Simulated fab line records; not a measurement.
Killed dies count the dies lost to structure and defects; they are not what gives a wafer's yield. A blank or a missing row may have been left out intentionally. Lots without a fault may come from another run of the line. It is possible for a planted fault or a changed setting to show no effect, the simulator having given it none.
The same fault as seen by 2 desks + flow gf180mcu + every desk sees just its own numbers, and what lay behind them comes last

== FOR THE TOOL OWNER'S DESK: implanter-01 ==
The tool's own readings at GF_PSD_IMPLANT_09, given as means over the sampled wafers that have a number, one for each lot that went through this tool. Marked OUT: a lot whose mean sits more than 4 standard deviations from the usual mean, which makes it out of limits; the brackets give that distance.
Columns: A = beam-energy-keV at GF_PSD_IMPLANT_09, usual 40.003; B = dose-ions-cm2 at GF_PSD_IMPLANT_09, usual 1.5002e+15
| lot  | first seen here | A                        | B          |
|------|-----------------|--------------------------|------------|
| L515 | day 15 07:58    | 39.999                   | 1.5011e+15 |
| L521 | day 17 10:56    | 40.000                   | 1.5002e+15 |
| L524 | day 18 14:32    | 40.000                   | 1.5011e+15 |
| L527 | day 19 16:29    | 30.809 (-99 or more) OUT | 1.5021e+15 |
| L528 | day 19 21:29    | 30.811 (-99 or more) OUT | 1.4998e+15 |
This desk's finding: out of limits on L527, L528; first on L527, day 19 16:29 (beam-energy-keV at GF_PSD_IMPLANT_09). Within limits: L515, L521, L524.

== THE METROLOGY DESK ==
What the gauges read for every lot (on any tool): the sampled wafers with a number, averaged. Marked OUT: a lot whose mean sits more than 4 standard deviations from the usual mean, which makes it out of limits; the brackets give that distance.
Columns: A = cd-nm at GF_HV_LDD_CD_MEAS_31, usual 399.9 nm; B = cd-nm at GF_NSD_CD_MEAS_07, usual 400.1 nm; C = PSD_TW at GF_PSD_TW_MEAS_11, usual 3181; D = PSD_RS at GF_PSD_RS_MEAS_15, usual 108.47 ohm/sq; E = SAB_OVL at GF_SAB_OVL_MEAS_10, usual -1.1 nm
| lot  | first seen here | A     | B     | C               | D                | E    |
|------|-----------------|-------|-------|-----------------|------------------|------|
| L512 | day 11 15:22    | 399.6 | 400.6 | 3143            | 108.69           | 1.4  |
| L513 | day 11 20:46    | 401.2 | 401.1 | 3193            | 108.22           | -1.4 |
| L515 | day 12 12:55    | 403.1 | 402.0 | 3193            | 108.30           | -2.1 |
| L518 | day 13 14:20    | 404.1 | 399.8 | 3148            | 108.52           | -1.7 |
| L519 | day 13 22:20    | 402.3 | 397.2 | 3203            | 108.61           | -1.5 |
| L520 | day 14 07:28    | 396.3 | 400.2 | 3225            | 108.16           | -0.8 |
| L521 | day 14 13:53    | 397.9 | 395.4 | 3163            | 108.27           | -1.2 |
| L524 | day 15 11:58    | 401.5 | 397.0 | 3146            | 108.33           | -0.4 |
| L527 | day 16 11:49    | 399.1 | 398.2 | 2995 (-7.2) OUT | 122.72 (+49) OUT | -1.8 |
| L528 | day 16 17:31    | 397.1 | 395.0 | 2999 (-7.0) OUT | 122.50 (+48) OUT | -0.9 |
| L532 | day 18 02:19    | 397.6 | 399.6 | 3188            | 108.79           | -1.1 |
| L533 | day 18 09:44    | 400.5 | 402.2 | 3196            | 108.65           | -2.1 |
This desk's result: L527, L528 out of limits, first on L527 (PSD_TW at GF_PSD_TW_MEAS_11), day 19 16:42. Within limits: L512, L513, L515, L518, L519, L520, L521, L524, L532, L533.

== PUT TOGETHER ==
On L527, L528, at day 19 16:29, an alarm was possible from the tool owner's desk.
On L527, L528, the metrology desk was in a position to raise an alarm at day 19 16:42.
All the named lots went through GF_PSD_IMPLANT_09 on implanter-01.

== WHAT THE SIMULATOR PUT IN ==
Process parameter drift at GF_PSD_IMPLANT_09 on implanter-01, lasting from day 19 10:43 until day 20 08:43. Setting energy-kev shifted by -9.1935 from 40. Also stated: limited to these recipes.
Struck lots among those shown: L527, L528.
Delay (hours) between the fault's onset and each desk's first out-of-limits reading: 6 at the tool owner's desk, 6 at the metrology desk.
